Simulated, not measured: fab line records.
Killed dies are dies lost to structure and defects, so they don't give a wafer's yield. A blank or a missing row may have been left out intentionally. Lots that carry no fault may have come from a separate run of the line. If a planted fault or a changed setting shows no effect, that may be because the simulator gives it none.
Chamber matching || flow gf180mcu || GF_V5_CVD_02 on pecvd-02 has 3 sister chambers
The step deposits SiO2 from TEOS, target thk 1450 nm, time 163.28 s. 14 wafers are shown with their chamber, then 7 later ones without.

WAFERS WITH THEIR CHAMBER
{"wafer": "L075.1", "chamber": 2, "heater_power_w (W)": 660}
{"wafer": "L075.3", "chamber": 1, "heater_power_w (W)": 782}
{"wafer": "L075.4", "chamber": 0, "heater_power_w (W)": 488}
{"wafer": "L076.1", "chamber": 1, "heater_power_w (W)": 735}
{"wafer": "L076.2", "chamber": 2, "heater_power_w (W)": 666}
{"wafer": "L076.5", "chamber": 1, "heater_power_w (W)": 830}
{"wafer": "L077.2", "chamber": 1, "heater_power_w (W)": 839}
{"wafer": "L077.3", "chamber": 0, "heater_power_w (W)": 473}
{"wafer": "L077.5", "chamber": 0, "heater_power_w (W)": 574}
{"wafer": "L082.1", "chamber": 0, "heater_power_w (W)": 532}
{"wafer": "L082.4", "chamber": 2, "heater_power_w (W)": 682}
{"wafer": "L082.5", "chamber": 0, "heater_power_w (W)": 590}
{"wafer": "L083.1", "chamber": 1, "heater_power_w (W)": 822}
{"wafer": "L083.3", "chamber": 2, "heater_power_w (W)": 673}

SIGNATURES (means of the wafers above)
{"reading": "heater_power_w", "chamber 0": 531.40, "chamber 1": 801.60, "chamber 2": 670.25, "scatter within a chamber": 40.7}
Rule: for a wafer and a chamber, the distance is found by dividing, reading by reading, the gap between the wafer's reading and the chamber's mean by the reading's scatter, squaring, summing and taking the root. If the next closest chamber is less than 2 further off than the closest, the wafer can't be placed; otherwise it belongs to the closest. The scatter is the square root of a quotient: the sum, over the shown wafers, of each reading's squared deviation from its chamber's mean, divided by wafers minus chambers.

WAFERS MISSING THEIR CHAMBER
{"wafer": "L083.5", "heater_power_w (W)": 492}
{"wafer": "L092.1", "heater_power_w (W)": 623}
{"wafer": "L092.3", "heater_power_w (W)": 828}
{"wafer": "L092.5", "heater_power_w (W)": 868}
{"wafer": "L096.1", "heater_power_w (W)": 792}
{"wafer": "L096.3", "heater_power_w (W)": 551}
{"wafer": "L096.6", "heater_power_w (W)": 604}

WHICH CHAMBER EACH ONE RAN IN
{"wafer": "L083.5", "from the rows above": 0, "in truth": 0}
{"wafer": "L092.1", "from the rows above": "can't be placed: 2 or 0", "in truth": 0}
{"wafer": "L092.3", "from the rows above": 1, "in truth": 1}
{"wafer": "L092.5", "from the rows above": 1, "in truth": 1}
{"wafer": "L096.1", "from the rows above": 1, "in truth": 1}
{"wafer": "L096.3", "from the rows above": 0, "in truth": 0}
{"wafer": "L096.6", "from the rows above": "can't be placed: 2 or 0", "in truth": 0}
Correctly placed: 5 of 7. From these rows, 2 cannot be placed; in 2 the true chamber is one of the candidates. 0 placed wrongly.
